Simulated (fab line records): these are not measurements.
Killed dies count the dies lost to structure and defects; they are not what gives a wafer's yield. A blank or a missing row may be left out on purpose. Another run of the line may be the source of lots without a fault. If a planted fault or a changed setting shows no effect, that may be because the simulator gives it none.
fab line records	flow gf180mcu
record: lots: 11	wafers: 33	lastDay: 33
route steps=602 shown CONTACT@311 M2@365
lots untouched by any fault: they come from a run of this same line in which no faults occurred
startH: hours from the record's opening day to when the first of the lot's shown wafers began	waitH: hours since the lot's step before	" repeats the value in the row above	L1.1+2: a single row standing in for several wafers	- no value, or no start was given	* or withheld: withheld	< > ~ a bound
route shown NAME@n: a module of which the file shows steps, and the number in the route of the first	usual: mean/standard deviation taken from wafers without a fault	same: alike in all rows	chamber/n: place in a boat	sites: the reading at each site	_std_site: how widely they spread, as a standard deviation	_edge_site: mean of outer sites minus mean of inner sites	radiusMm: how far each site lies from the wafer's centre	mask NAME#n: copy n	behind: the last tool/chamber to shape the wafer	hold: reason for holding the lot/hours on hold/outcome of the hold	device: whichever transistor did not switch (one of n, p or np)	end of line: tests of these same wafers at the route's end	a step without rows: its recipe alone	killed: dies lost to structure and defects at the first sort, not the wafer's yield	map: a wafer's dies, marking killed ones x, the rest . and places with no die _
set.NAME: the setting the step ran with; set.NAME@STEP: the setting that earlier step ran with	model.NAME: the simulator's own value behind a step, which no gauge read
the route's steps for a sample of lots (tables are steps, rows are wafers)
services: from which hour (startH, from the record's first day; less than 0 if before it) a tool's chamber was out of use, for how many hours, and why
== steps ==
step: GF_CONTACT_CVD_24
recipe: material: W	targetThkNm: 300	timeS: 90.339	tempC: 400	pressureTorr: 40
usual: heaterPowerOuterW: 619/63	heaterPowerW: 966/81	susceptorTempC: 400.00/0.2
lot.wafer	tool	chamber	startH	waitH	heaterPowerOuterW	heaterPowerW	susceptorTempC
L591.2	cvdW-02	1	360.82	0.0	646	1036	399.96
L591.3	"	1	"	"	649	1016	400.15
L591.5	"	1	"	"	641	1026	399.89
L594.2	cvdW-02	0	391.87	0.0	650	981	399.92
L594.3	"	1	"	"	640	1021	400.28
L594.5	"	1	"	"	652	1034	400.08
L597.1	cvdW-01	1	412.12	0.0	473	794	399.73
L597.2	"	0	"	"	594	993	399.99
L597.4	"	1	"	"	461	805	400.32
L600.1	cvdW-02	1	444.52	0.0	639	1040	400.17
L600.4	"	1	"	"	656	1026	399.98
L600.6	"	1	"	"	638	1005	399.77
L601.1	cvdW-02	1	455.57	0.0	658	1023	400.01
L601.3	"	0	"	"	649	965	400.40
L601.4	"	1	"	"	663	1035	400.02
L604.3	cvdW-01	1	484.60	0.1	483	792	400.70
L604.5	"	1	"	"	480	809	400.52
L604.6	"	0	"	"	607	991	400.06
L605.1	cvdW-02	0	496.90	0.0	624	979	400.19
L605.4	"	0	"	"	644	980	400.08
L605.6	"	1	"	"	664	1038	400.16
L606.4	cvdW-02	0	498.50	0.1	588	865	382.26
L606.5	"	1	"	"	659	1025	399.79
L606.6	"	0	"	"	582	855	382.00
L607.1	cvdW-02	1	510.68	0.0	641	1018	400.09
L607.2	"	0	"	"	581	868	382.36
L607.5	"	1	"	"	674	1037	400.27
L608.3	cvdW-01	1	520.54	0.1	472	797	400.06
L608.4	"	0	"	"	600	997	400.17
L608.6	"	1	"	"	484	798	400.18
L609.1	cvdW-01	1	524.23	0.0	485	788	399.96
L609.2	"	0	"	"	586	1006	399.93
L609.6	"	0	"	"	585	983	399.63
step: GF_CONTACT_RS_MEAS_25
recipe: thkMeasGauge: four-point-probe	reads: W_of_CONTACT_CVD_24+TiN_of_CONTACT_SPUTTER_23+Ti_of_CONTACT_SPUTTER_22
usual: CONTACT_W_RS: 0.382/0.0044
lot.wafer	tool	chamber	startH	waitH	CONTACT_W_RS[ohm/sq]
L591.2	filmMetro-04	-	360.94	0.1	0.384
L591.3	"	-	"	"	0.386
L591.5	"	-	"	"	0.381
L594.2	filmMetro-01	-	391.99	0.1	0.380
L594.3	"	-	"	"	0.380
L594.5	"	-	"	"	0.384
L597.1	filmMetro-02	-	412.22	0.1	0.382
L597.2	"	-	"	"	0.386
L597.4	"	-	"	"	0.384
L600.1	filmMetro-04	-	444.62	0.1	0.382
L600.4	"	-	"	"	0.379
L600.6	"	-	"	"	0.380
L601.1	filmMetro-01	-	455.67	0.1	0.378
L601.3	"	-	"	"	0.375
L601.4	"	-	"	"	0.377
L604.3	filmMetro-04	-	484.71	0.1	0.388
L604.5	"	-	"	"	0.385
L604.6	"	-	"	"	0.389
L605.1	filmMetro-01	-	497.00	0.1	0.381
L605.4	"	-	"	"	0.382
L605.6	"	-	"	"	0.385
L606.4	filmMetro-01	-	498.63	0.1	0.532
L606.5	"	-	"	"	0.384
L606.6	"	-	"	"	0.528
L607.1	filmMetro-01	-	510.86	0.2	0.378
L607.2	"	-	"	"	0.521
L607.5	"	-	"	"	0.377
L608.3	filmMetro-04	-	520.65	0.1	0.391
L608.4	"	-	"	"	0.384
L608.6	"	-	"	"	0.390
L609.1	filmMetro-04	-	524.33	0.1	0.385
L609.2	"	-	"	"	0.378
L609.6	"	-	"	"	0.381
step: GF_CONTACT_THK_MEAS_26
recipe: thkMeasGauge: xrf	reads: W_of_CONTACT_CVD_24
usual: CONTACT_W_THK: 303/4.6
lot.wafer	tool	chamber	startH	waitH	CONTACT_W_THK[nm]
L591.2	filmMetro-04	-	361.05	0.1	304
L591.3	"	-	"	"	299
L591.5	"	-	"	"	306
L594.2	filmMetro-01	-	392.10	0.1	308
L594.3	"	-	"	"	307
L594.5	"	-	"	"	304
L597.1	filmMetro-02	-	412.34	0.1	301
L597.2	"	-	"	"	297
L597.4	"	-	"	"	300
L600.1	filmMetro-04	-	444.74	0.1	302
L600.4	"	-	"	"	304
L600.6	"	-	"	"	302
L601.1	filmMetro-01	-	455.79	0.1	309
L601.3	"	-	"	"	310
L601.4	"	-	"	"	312
L604.3	filmMetro-04	-	484.81	0.1	298
L604.5	"	-	"	"	300
L604.6	"	-	"	"	298
L605.1	filmMetro-01	-	497.12	0.1	305
L605.4	"	-	"	"	303
L605.6	"	-	"	"	301
L606.4	filmMetro-01	-	498.72	0.1	219
L606.5	"	-	"	"	303
L606.6	"	-	"	"	220
L607.1	filmMetro-01	-	510.98	0.1	308
L607.2	"	-	"	"	224
L607.5	"	-	"	"	309
L608.3	filmMetro-04	-	520.75	0.1	295
L608.4	"	-	"	"	299
L608.6	"	-	"	"	295
L609.1	filmMetro-04	-	524.45	0.1	298
L609.2	"	-	"	"	304
L609.6	"	-	"	"	302
step: GF_CONTACT_CMP_27
recipe: stopOn: SiO2	downForcePsi: 3.5	platenRpm: 60	tOverpolishS: 13.57	targetThkNm: 0	padVelocityMS: 0.94248
usual: motorCurrentA: 10.9/0.9	timeToEndpointS: 73/3.9
lot.wafer	tool	chamber	startH	waitH	motorCurrentA	timeToEndpointS
L591.3	cmp-02	2	361.10	0.0	10.4	73
L591.2	"	3	"	"	11.8	74
L591.5	"	3	"	"	10.9	77
L594.2	cmp-02	2	392.15	0.0	10.4	68
L594.3	"	0	"	"	12.1	70
L594.5	"	3	"	"	11.1	70
L597.4	cmp-02	2	412.40	0.0	10.3	70
L597.2	"	3	"	"	10.7	74
L597.1	"	1	"	"	10.6	75
L600.1	cmp-02	3	444.85	0.1	10.7	72
L600.4	"	1	"	"	10.9	79
L600.6	"	3	"	"	11.6	76
L601.1	cmp-01	1	455.90	0.1	10.2	76
L601.3	"	2	"	"	9.1	79
L601.4	"	3	"	"	12.0	78
L604.3	cmp-01	1	485.00	0.2	10.2	75
L604.5	"	2	"	"	9.2	75
L604.6	"	3	"	"	12.0	75
L605.4	cmp-02	2	497.23	0.1	10.2	68
L605.1	"	0	"	"	12.1	70
L605.6	"	1	"	"	11.1	71
L606.4	cmp-02	1	498.85	0.1	11.2	52
L606.6	"	3	"	"	11.2	49
L606.5	"	0	"	"	12.4	68
L607.2	cmp-02	2	511.04	0.0	10.5	49
L607.1	"	0	"	"	12.7	72
L607.5	"	3	"	"	11.4	75
L608.3	cmp-01	0	521.10	0.3	10.9	68
L608.4	"	3	"	"	12.3	76
L608.6	"	0	"	"	10.3	71
L609.1	cmp-02	3	524.61	0.1	10.6	72
L609.2	"	0	"	"	11.5	71
L609.6	"	2	"	"	10.6	67
step: GF_M2_SPUTTER_03
recipe: material: Ti	targetThkNm: 10	substrateTempC: 300	chamberPressurePa: 0.3	powerW: 3000	timeS: 6.7
usual: chamberPressurePa: 0.2999/0.00057	throttleValvePct: 30.1/1.1
lot.wafer	tool	chamber	startH	waitH	chamberPressurePa	throttleValvePct
L591.2	pvdSputter-02	-	409.82	0.0	0.2996	31.3
L591.3	"	-	"	"	0.3002	29.5
L591.5	"	-	"	"	0.3003	31.6
L594.2	pvdSputter-02	-	442.88	0.0	0.3001	31.4
L594.3	"	-	"	"	0.2990	30.9
L594.5	"	-	"	"	0.3002	31.3
L597.1	pvdSputter-02	-	464.23	0.0	0.3006	29.5
L597.2	"	-	"	"	0.2997	31.2
L597.4	"	-	"	"	0.2998	31.4
L600.1	pvdSputter-02	-	496.23	0.0	0.2994	29.3
L600.4	"	-	"	"	0.2996	31.4
L600.6	"	-	"	"	0.2986	29.4
L601.1	pvdSputter-02	-	506.82	0.0	0.2998	30.7
L601.3	"	-	"	"	0.2994	31.7
L601.4	"	-	"	"	0.2994	29.4
L604.3	pvdSputter-02	-	535.10	0.0	0.2994	30.6
L604.5	"	-	"	"	0.3004	30.4
L604.6	"	-	"	"	0.3005	31.3
L605.1	pvdSputter-04	-	546.97	0.0	0.3003	29.4
L605.4	"	-	"	"	0.3004	30.6
L605.6	"	-	"	"	0.3003	29.3
L606.4	pvdSputter-04	-	547.92	0.0	0.2997	29.2
L606.5	"	-	"	"	0.3003	29.1
L606.6	"	-	"	"	0.2997	31.4
L607.1	pvdSputter-02	-	560.75	0.0	0.2998	30.8
L607.2	"	-	"	"	0.3007	29.2
L607.5	"	-	"	"	0.2999	30.6
L608.3	pvdSputter-04	-	569.42	0.0	0.3001	31.4
L608.4	"	-	"	"	0.3009	29.0
L608.6	"	-	"	"	0.2992	31.3
L609.1	pvdSputter-04	-	572.12	0.0	0.2996	31.5
L609.2	"	-	"	"	0.3005	29.2
L609.6	"	-	"	"	0.2999	30.5
step: GF_M2_METAL_ETCH_16
recipe: chemistry: Cl2/BCl3	maskMaterial: KrF	targetDepthNm: 750.8	stopOn: SiO2	pressureMtorr: 8	icpW: 800	biasW: 140	Cl2_flow_sccm: 80	bcl3FlowSccm: 40	timeS: 125.1
usual: drypumpMotorCurrentA: 6.0/0.44	oesProductAu: 0.986/0.0068	throttleValvePct: 28.234/0.01
lot.wafer	tool	chamber	startH	waitH	drypumpMotorCurrentA	oesProductAu	rfHoursCounterH	throttleValvePct
L591.2	rieMetal-03	0	433.56	0.0	6.4	0.983	8	28.234
L591.3	"	0	"	"	6.5	0.979	-	28.242
L591.5	"	0	"	"	6.5	0.984	-	28.226
L594.2	rieMetal-01	0	467.03	0.0	6.0	0.975	3	28.241
L594.3	"	0	"	"	6.0	0.985	-	28.229
L594.5	"	1	"	"	5.9	0.989	-	28.234
L597.1	rieMetal-02	1	487.88	0.0	6.5	0.988	10	28.229
L597.2	"	0	"	"	6.0	0.988	5	28.229
L597.4	"	0	"	"	5.9	0.996	-	28.231
L600.1	rieMetal-01	1	519.58	0.0	5.9	0.993	10	28.214
L600.4	"	0	"	"	5.9	0.995	-	28.231
L600.6	"	1	"	"	5.9	0.991	-	28.230
L601.1	rieMetal-01	0	530.01	0.0	5.9	0.987	4	28.235
L601.3	"	1	"	"	5.9	0.987	-	28.226
L601.4	"	0	"	"	6.0	0.986	-	28.239
L604.3	rieMetal-03	0	557.65	0.1	6.5	0.980	-	28.245
L604.5	"	0	"	"	6.5	0.979	-	28.239
L604.6	"	1	"	"	5.3	0.988	-	28.245
L605.1	rieMetal-02	1	568.35	0.0	6.5	0.989	12	28.231
L605.4	"	0	"	"	6.0	0.995	-	28.222
L605.6	"	0	"	"	6.0	0.997	-	28.246
L606.4	rieMetal-03	1	570.12	0.1	5.3	0.974	-	28.240
L606.5	"	0	"	"	6.5	0.972	-	28.243
L606.6	"	1	"	"	5.3	0.980	-	28.228
L607.1	rieMetal-03	1	582.31	0.0	5.3	0.989	13	28.250
L607.2	"	0	"	"	6.5	0.982	12	28.227
L607.5	"	1	"	"	5.3	0.988	-	28.225
L608.3	rieMetal-01	0	591.60	0.1	6.0	0.984	-	28.238
L608.4	"	1	"	"	5.9	0.995	-	28.218
L608.6	"	0	"	"	6.0	0.988	-	28.240
L609.1	rieMetal-03	0	593.76	0.0	6.5	0.980	12	28.227
L609.2	"	1	"	"	5.3	0.981	13	28.246
L609.6	"	0	"	"	6.5	0.990	-	28.223
step: GF_M2_STRIP_17
recipe: chemistry: O2/N2	powerW: 1400	pressureMtorr: 1500	platenTempC: 250	o2FlowSccm: 3000	n2FlowSccm: 300	overashFraction: 0.5
usual: drypumpMotorCurrentA: 5.76/0.28	heaterPowerW: 340/23	oesProductAu: 0.540/0.005	stripTimeToEndpointS: 7.44/0.048
lot.wafer	tool	chamber	startH	waitH	drypumpMotorCurrentA	heaterPowerW	oesProductAu	rfHoursCounterH	stripTimeToEndpointS
L591.2	plasmaAsher-01	0	433.69	0.1	5.79	310	0.544	64	7.45
L591.3	"	1	"	"	5.78	364	0.542	-	7.47
L591.5	"	0	"	"	5.79	306	0.537	-	7.46
L594.2	plasmaAsher-03	0	467.16	0.1	6.10	356	0.538	86	7.52
L594.3	"	0	"	"	6.11	353	0.538	-	7.43
L594.5	"	0	"	"	6.12	366	0.538	-	7.42
L597.1	plasmaAsher-03	0	488.01	0.1	6.08	344	0.539	89	7.41
L597.2	"	1	"	"	5.30	331	0.538	89	7.40
L597.4	"	0	"	"	6.09	355	0.535	-	7.36
L600.1	plasmaAsher-03	1	519.71	0.1	5.25	332	0.537	93	7.41
L600.4	"	0	"	"	6.11	362	0.536	-	7.38
L600.6	"	1	"	"	5.30	331	0.540	-	7.41
L601.1	plasmaAsher-03	0	530.14	0.1	6.11	357	0.536	94	7.43
L601.3	"	0	"	"	6.10	349	0.542	-	7.45
L601.4	"	1	"	"	5.29	326	0.534	-	7.48
L604.3	plasmaAsher-03	1	557.77	0.1	5.28	336	0.540	-	7.44
L604.5	"	1	"	"	5.32	331	0.538	-	7.41
L604.6	"	0	"	"	6.10	358	0.534	-	7.38
L605.1	plasmaAsher-01	1	568.48	0.1	5.76	375	0.535	78	7.45
L605.4	"	0	"	"	5.79	307	0.541	-	7.41
L605.6	"	1	"	"	5.77	360	0.536	-	7.39
L606.4	plasmaAsher-01	0	570.24	0.1	5.74	309	0.547	-	7.45
L606.5	"	0	"	"	5.72	307	0.538	-	7.46
L606.6	"	1	"	"	5.79	370	0.537	-	7.41
L607.1	plasmaAsher-04	0	582.44	0.1	6.24	326	0.542	14	7.45
L607.2	"	1	"	"	6.20	314	0.537	14	7.46
L607.5	"	1	"	"	6.21	329	0.543	-	7.49
L608.3	plasmaAsher-01	1	591.72	0.1	5.75	366	0.536	-	7.47
L608.4	"	0	"	"	5.73	309	0.541	-	7.43
L608.6	"	1	"	"	5.74	361	0.542	-	7.46
L609.1	plasmaAsher-01	0	593.89	0.1	5.77	314	0.543	82	7.44
L609.2	"	1	"	"	5.79	363	0.546	82	7.45
L609.6	"	0	"	"	5.73	308	0.543	-	7.41
== services ==
tool	chamber	startH	hours	kind
cmp-02	-	340.21	0.7	repair
rieMetal-01	0	373.81	4.5	repair
cmp-02	-	386.74	2.2	repair
cvdW-01	-	390.00	14.0	pm
plasmaAsher-03	-	391.62	3.1	repair
rieMetal-01	1	392.77	4.5	repair
cmp-01	-	406.50	4.0	pm
pvdSputter-04	-	406.74	17.9	repair
cmp-02	-	446.01	3.3	repair
cmp-01	-	476.99	5.2	pm
pvdSputter-04	-	480.66	2.1	repair
pvdSputter-04	-	483.31	7.4	repair
cmp-02	-	485.46	2.9	repair
cmp-01	-	485.75	0.3	repair
rieMetal-03	1	503.51	11.7	repair
cmp-02	-	516.12	5.5	pm
rieMetal-01	-	517.24	0.3	repair
pvdSputter-04	-	517.86	4.6	repair
pvdSputter-04	-	525.73	5.1	repair
rieMetal-03	0	537.74	6.0	repair
plasmaAsher-01	-	560.66	2.8	pm
cmp-02	-	570.29	7.0	pm
plasmaAsher-03	-	570.32	38.0	repair
cmp-02	-	577.28	4.0	pm
== key ==
firstSign: step: GF_CONTACT_CVD_24	reading: susceptorTempC	direction: down	sigmas: 88	usual: *	struck: *
effect: step: GF_CONTACT_RS_MEAS_25	reading: CONTACT_W_RS	direction: up	sigmas: 32	usual: 0.382	struck: 0.527
effect: step: GF_CONTACT_THK_MEAS_26	reading: CONTACT_W_THK	direction: down	sigmas: 18	usual: 303	struck: 221
effect: step: GF_CONTACT_CMP_27	reading: timeToEndpointS	direction: down	sigmas: 5.9	usual: *	struck: *
metAt GF_CONTACT_CVD_24
struckLots L606,L607
struckWafers L606.4,L606.6,L607.2
testerLeftOut L606,L607
notActingAt GF_M2_SPUTTER_03,GF_M2_METAL_ETCH_16,GF_M2_STRIP_17
onsetBetween 496.90 498.50
fault: kind: processParameterDrift	tool: cvdW-02	chamber: 0	onsetH: 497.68	steps: GF_CONTACT_CVD_24	channel: tempC	offset: *	shape: step	endH: 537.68	actsIn: *	stated: *
testerLeftOut: of these lots the tester's yield and bins aren't shown, on N5 and GAA mostly nor the transistor test; their killed dies are dies lost to structure and defects alone, not to doping, threshold or leakage, so they don't give the yield
